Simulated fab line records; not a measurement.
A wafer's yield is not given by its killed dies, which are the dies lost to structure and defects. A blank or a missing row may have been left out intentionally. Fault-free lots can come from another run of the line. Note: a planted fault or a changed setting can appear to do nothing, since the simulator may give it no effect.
Matching of chambers ; flow sky130 ; SKY_SONOS_ONO_ETCH_15 on rie diel-03: 4 sister chambers
The step etches the open film in CHF3/O2, target depth 19.52 nm, time 7.8 s. 14 wafers are shown with their chamber, then 7 later ones without.

WAFERS PAIRED WITH THEIR CHAMBERS
wafer;chamber;drypump motor current A (A);throttle valve pct (%);oes product au (a.u.)
L833.1;2;5.6;8.816;0.998
L833.3;0;6.1;8.800;0.985
L833.6;0;6.1;8.819;0.984
L838.2;2;5.7;8.817;0.995
L838.3;3;5.5;8.813;0.991
L838.6;2;5.7;8.815;1.010
L840.2;0;6.0;8.820;1.000
L840.3;3;5.5;8.846;0.996
L840.6;1;5.9;8.827;0.993
L848.1;2;5.7;8.814;1.009
L848.3;1;5.9;8.832;0.990
L848.5;0;6.0;8.828;1.003
L850.2;1;5.9;8.834;0.998
L850.3;3;5.5;8.828;1.001

SIGNATURES (means of the wafers above)
reading;chamber 0;chamber 1;chamber 2;chamber 3;scatter within a chamber
drypump motor current A;6.050;5.900;5.675;5.500;0.0418
throttle valve pct;8.81675;8.83100;8.81550;8.82900;0.01
oes product au;0.99300;0.99367;1.00300;0.99600;0.00742
Rule: a wafer lies at a distance from a chamber equal to the root of the sum of squares, over the readings, of (its reading less the chamber's mean, divided by the reading's scatter). If the next closest chamber is less than 2 further off than the closest, the wafer can't be placed; otherwise it belongs to the closest. The scatter: take each reading less its chamber's mean, square it, sum over the shown wafers, divide by the number of wafers less the number of chambers, and take the root.

WAFERS WITH NO CHAMBER GIVEN
wafer;drypump motor current A (A);throttle valve pct (%);oes product au (a.u.)
L850.5;5.5;8.821;1.011
L852.2;6.0;8.801;0.997
L852.5;6.1;8.830;1.009
L852.6;5.5;8.834;1.000
L856.1;5.5;8.826;1.010
L856.3;6.0;8.819;0.997
L856.6;5.6;8.831;0.999

THE CHAMBER EACH PASSED THROUGH
wafer;from the rows above;in truth
L850.5;3;3
L852.2;can't be placed: 0 or 1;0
L852.5;0;0
L852.6;3;3
L856.1;3;3
L856.3;can't be placed: 0 or 1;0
L856.6;can't be placed: 2 or 3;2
Correctly placed: 4 of 7. Cannot be placed on the basis of these rows: 3; the candidates contain the true chamber in 3. 0 placed wrongly.
